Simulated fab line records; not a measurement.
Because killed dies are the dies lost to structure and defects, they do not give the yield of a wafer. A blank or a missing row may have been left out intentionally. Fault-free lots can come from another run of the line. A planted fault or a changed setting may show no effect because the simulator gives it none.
Which tool is to blame? :: flow sky130 :: 13 lots with 39 wafers sampled at 4 steps, on a route of 708 steps

== WHAT THE GAUGES SHOWED, per wafer ==
SKY_LDD_LDN_OVL_MEAS_07. Usual: for LDD_LDN_OVL the level is -0.5 nm and the standard deviation is 1.6.
lot: L533
measured: day 22 06:01
on: overlay-01
LDD_LDN_OVL (nm): -0.2 -0.5 0.7
flag: 

lot: L534
measured: day 23 00:21
on: overlay-01
LDD_LDN_OVL (nm): 3.6 2.6 3.9
flag: 

lot: L535
measured: day 23 09:50
on: overlay-02
LDD_LDN_OVL (nm): -2.4 -0.6 -1.0
flag: 

lot: L537
measured: day 24 06:24
on: overlay-02
LDD_LDN_OVL (nm): -1.3 0.4 -0.5
flag: 

lot: L538
measured: day 24 10:57
on: overlay-02
LDD_LDN_OVL (nm): -4.2 -1.7 -4.2
flag: 

lot: L539
measured: day 24 22:35
on: overlay-02
LDD_LDN_OVL (nm): -0.3 0.1 1.0
flag: 

lot: L540
measured: day 25 06:36
on: overlay-01
LDD_LDN_OVL (nm): -1.3 -0.7 -1.8
flag: 

lot: L541
measured: day 25 15:52
on: overlay-02
LDD_LDN_OVL (nm): -0.6 -0.5 -1.9
flag: 

lot: L550
measured: day 29 05:23
on: overlay-01
LDD_LDN_OVL (nm): 0.4 0.3 -0.2
flag: 

lot: L551
measured: day 29 09:44
on: overlay-02
LDD_LDN_OVL (nm): -0.7 -2.1 0.0
flag: 

lot: L553
measured: day 29 18:31
on: overlay-02
LDD_LDN_OVL (nm): 1.0 0.9 0.9
flag: 

lot: L555
measured: day 30 16:07
on: overlay-01
LDD_LDN_OVL (nm): -2.1 -1.4 -1.1
flag: 

lot: L556
measured: day 31 11:29
on: overlay-01
LDD_LDN_OVL (nm): 0.8 0.8 0.8
flag: 

SKY_SD_N_RS_MEAS_17: measures by four-point-probe. Usual: for SD_P_RS the level is 147.1 ohm/sq and the standard deviation is 0.44.
lot: L533
measured: day 27 08:58
on: film_metro-04
SD_P_RS (ohm/sq): 147.3 147.3 146.9
flag: 

lot: L534
measured: day 28 00:59
on: film_metro-01
SD_P_RS (ohm/sq): 147.0 147.3 147.6
flag: 

lot: L535
measured: day 28 11:42
on: film_metro-02
SD_P_RS (ohm/sq): 146.8 146.5 146.5
flag: 

lot: L537
measured: day 29 07:29
on: film_metro-01
SD_P_RS (ohm/sq): 147.1 147.5 147.3
flag: 

lot: L538
measured: day 29 10:07
on: film_metro-04
SD_P_RS (ohm/sq): 147.5 147.7 146.8
flag: 

lot: L539
measured: day 29 21:16
on: film_metro-02
SD_P_RS (ohm/sq): 146.0 146.2 146.4
flag: 

lot: L540
measured: day 30 04:56
on: film_metro-01
SD_P_RS (ohm/sq): 147.2 147.3 147.5
flag: 

lot: L541
measured: day 30 12:53
on: film_metro-02
SD_P_RS (ohm/sq): 146.9 146.9 146.5
flag: 

lot: L550
measured: day 34 00:28
on: film_metro-02
SD_P_RS (ohm/sq): 146.5 146.5 146.6
flag: 

lot: L551
measured: day 34 01:33
on: film_metro-04
SD_P_RS (ohm/sq): 146.9 146.8 146.3
flag: 

lot: L553
measured: day 34 10:22
on: film_metro-02
SD_P_RS (ohm/sq): 147.2 146.8 147.2
flag: 

lot: L555
measured: day 35 12:30
on: film_metro-01
SD_P_RS (ohm/sq): 147.6 147.8 147.5
flag: 

lot: L556
measured: day 36 04:09
on: film_metro-02
SD_P_RS (ohm/sq): 147.0 146.9 146.8
flag: 

== EACH LOT AND THE TOOL THAT RAN IT (in order: tool; ch and the chambers of the sampled wafers; start) ==
lot: L533
SKY_SD_N_IMPLANT_10: implanter-01 ch 0, day 27 08:18
SKY_SD_N_STRIP_11: plasma_asher-01 ch 0,1, day 27 08:27

lot: L534
SKY_SD_N_IMPLANT_10: implanter-01 ch 0, day 28 00:21
SKY_SD_N_STRIP_11: plasma_asher-01 ch 0,1, day 28 00:29

lot: L535
SKY_SD_N_IMPLANT_10: implanter-04 ch 0, day 28 11:03
SKY_SD_N_STRIP_11: plasma_asher-03 ch 0,1, day 28 11:12

lot: L537
SKY_SD_N_IMPLANT_10: implanter-03 ch 0, day 29 06:50
SKY_SD_N_STRIP_11: plasma_asher-02 ch 0,1, day 29 06:59

lot: L538
SKY_SD_N_IMPLANT_10: implanter-03 ch 0, day 29 09:28
SKY_SD_N_STRIP_11: plasma_asher-02 ch 0,1, day 29 09:35

lot: L539
SKY_SD_N_IMPLANT_10: implanter-03 ch 0, day 29 20:37
SKY_SD_N_STRIP_11: plasma_asher-03 ch 0, day 29 20:44

lot: L540
SKY_SD_N_IMPLANT_10: implanter-03 ch 0, day 30 04:18
SKY_SD_N_STRIP_11: plasma_asher-02 ch 0,1, day 30 04:26

lot: L541
SKY_SD_N_IMPLANT_10: implanter-01 ch 0, day 30 12:14
SKY_SD_N_STRIP_11: plasma_asher-03 ch 0, day 30 12:23

lot: L550
SKY_SD_N_IMPLANT_10: implanter-03 ch 0, day 33 23:49
SKY_SD_N_STRIP_11: plasma_asher-02 ch 0,1, day 33 23:56

lot: L551
SKY_SD_N_IMPLANT_10: implanter-03 ch 0, day 34 00:53
SKY_SD_N_STRIP_11: plasma_asher-03 ch 0,1, day 34 01:02

lot: L553
SKY_SD_N_IMPLANT_10: implanter-01 ch 0, day 34 09:41
SKY_SD_N_STRIP_11: plasma_asher-02 ch 0,1, day 34 09:50

lot: L555
SKY_SD_N_IMPLANT_10: implanter-01 ch 0, day 35 11:41
SKY_SD_N_STRIP_11: plasma_asher-02 ch 0,1, day 35 11:59

lot: L556
SKY_SD_N_IMPLANT_10: implanter-01 ch 0, day 36 03:30
SKY_SD_N_STRIP_11: plasma_asher-01 ch 0,1, day 36 03:39
- SKY_SD_N_IMPLANT_10
- SKY_SD_N_STRIP_11: strips in O2/N2.

== WHAT THE TOOLS THEMSELVES READ (means of the sampled wafers that have a number; where no wafer has one, the mark that the record gives instead) ==
SKY_SD_N_IMPLANT_10. Usual: beam_energy_keV 19.999, standard deviation 0.0061; faraday_current_uA 562, standard deviation 13.
lot: L533
tool: implanter-01
beam_energy_keV: 20.002
faraday_current_uA: 564
flag: 

lot: L534
tool: implanter-01
beam_energy_keV: 20.003
faraday_current_uA: 565
flag: 

lot: L535
tool: implanter-04
beam_energy_keV: 19.997
faraday_current_uA: 550
flag: 

lot: L537
tool: implanter-03
beam_energy_keV: 19.998
faraday_current_uA: 564
flag: 

lot: L538
tool: implanter-03
beam_energy_keV: 19.999
faraday_current_uA: 572
flag: 

lot: L539
tool: implanter-03
beam_energy_keV: 19.998
faraday_current_uA: 577
flag: 

lot: L540
tool: implanter-03
beam_energy_keV: 20.003
faraday_current_uA: 572
flag: 

lot: L541
tool: implanter-01
beam_energy_keV: 19.998
faraday_current_uA: 565
flag: 

lot: L550
tool: implanter-03
beam_energy_keV: 21.146
faraday_current_uA: 565
flag: OFF

lot: L551
tool: implanter-03
beam_energy_keV: 21.143
faraday_current_uA: 561
flag: OFF

lot: L553
tool: implanter-01
beam_energy_keV: 20.001
faraday_current_uA: 565
flag: 

lot: L555
tool: implanter-01
beam_energy_keV: 20.004
faraday_current_uA: 552
flag: 

lot: L556
tool: implanter-01
beam_energy_keV: 20.002
faraday_current_uA: 562
flag: 

SKY_SD_N_STRIP_11. Usual: drypump_motor_current_A 5.7 A, standard deviation 0.37; o2_flow_sccm 3000 sccm, standard deviation 9.4; oes_product_au 0.527 a.u., standard deviation 0.0045; strip_time_to_endpoint_s 22.55 s, standard deviation 0.036.
lot: L533
tool: plasma_asher-01
drypump_motor_current_A (A): 5.4
o2_flow_sccm (sccm): 3000
oes_product_au (a.u.): 0.529
strip_time_to_endpoint_s (s): 22.61
flag: 

lot: L534
tool: plasma_asher-01
drypump_motor_current_A (A): 5.6
o2_flow_sccm (sccm): 2996
oes_product_au (a.u.): 0.530
strip_time_to_endpoint_s (s): 22.54
flag: 

lot: L535
tool: plasma_asher-03
drypump_motor_current_A (A): 6.0
o2_flow_sccm (sccm): 2994
oes_product_au (a.u.): 0.527
strip_time_to_endpoint_s (s): 22.59
flag: 

lot: L537
tool: plasma_asher-02
drypump_motor_current_A (A): 5.7
o2_flow_sccm (sccm): 3005
oes_product_au (a.u.): 0.523
strip_time_to_endpoint_s (s): 22.55
flag: 

lot: L538
tool: plasma_asher-02
drypump_motor_current_A (A): 5.7
o2_flow_sccm (sccm): 3000
oes_product_au (a.u.): 0.524
strip_time_to_endpoint_s (s): 22.55
flag: 

lot: L539
tool: plasma_asher-03
drypump_motor_current_A (A): 6.2
o2_flow_sccm (sccm): 3002
oes_product_au (a.u.): 0.527
strip_time_to_endpoint_s (s): 22.56
flag: 

lot: L540
tool: plasma_asher-02
drypump_motor_current_A (A): 5.5
o2_flow_sccm (sccm): 3010
oes_product_au (a.u.): 0.524
strip_time_to_endpoint_s (s): 22.54
flag: 

lot: L541
tool: plasma_asher-03
drypump_motor_current_A (A): 6.2
o2_flow_sccm (sccm): 2994
oes_product_au (a.u.): 0.525
strip_time_to_endpoint_s (s): 22.54
flag: 

lot: L550
tool: plasma_asher-02
drypump_motor_current_A (A): 5.5
o2_flow_sccm (sccm): 3000
oes_product_au (a.u.): 0.524
strip_time_to_endpoint_s (s): 22.54
flag: 

lot: L551
tool: plasma_asher-03
drypump_motor_current_A (A): 6.0
o2_flow_sccm (sccm): 3009
oes_product_au (a.u.): 0.528
strip_time_to_endpoint_s (s): 22.59
flag: 

lot: L553
tool: plasma_asher-02
drypump_motor_current_A (A): 5.7
o2_flow_sccm (sccm): 3001
oes_product_au (a.u.): 0.526
strip_time_to_endpoint_s (s): 22.56
flag: 

lot: L555
tool: plasma_asher-02
drypump_motor_current_A (A): 5.7
o2_flow_sccm (sccm): 3001
oes_product_au (a.u.): 0.529
strip_time_to_endpoint_s (s): 22.53
flag: 

lot: L556
tool: plasma_asher-01
drypump_motor_current_A (A): 5.6
o2_flow_sccm (sccm): 3001
oes_product_au (a.u.): 0.527
strip_time_to_endpoint_s (s): 22.52
flag: 

== THE ANSWER, worked out from the rows above alone ==
Rule: a lot counts as off when the mean over its wafers that have a number is more than 3 standard deviations away from the usual mean. A lot without any number at a reading at which 4 lots or more have one is off too. Where the step has rows for the other lots, those lots are counted as sound. After the gauges, taken in route order, come the tools' own readings; for these a lot's mean is taken, as printed above. At the first step where some lot is off, the reading lying furthest off is the one used; lots without a number count as furthest.
Off at SKY_SD_N_IMPLANT_10 (beam_energy_keV): L550, L551.
If a tool, at that step or one of the process steps before it, ran each lot that is off and ran no sound lot following the first of them, it fits. One fits: SKY_SD_N_IMPLANT_10 on implanter-03. Its last sound lot is L540 (day 30 04:18), its first lot that is off L550 (day 33 23:49): a fault that began between those two fits.
On the lots that are off, the tool's own readings at SKY_SD_N_IMPLANT_10 differ by more than 5 times the standard deviation of the sound lots' means, which bears it out; beam_energy_keV reads 21.145 there versus 20.000 on the sound lots.

== WHAT THE SIMULATOR HAD PUT IN ==
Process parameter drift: implanter-03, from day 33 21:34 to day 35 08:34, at SKY_SD_N_IMPLANT_10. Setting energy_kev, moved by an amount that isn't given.
Lots struck among those shown: L550, L551. The rule given above showed the same thing.
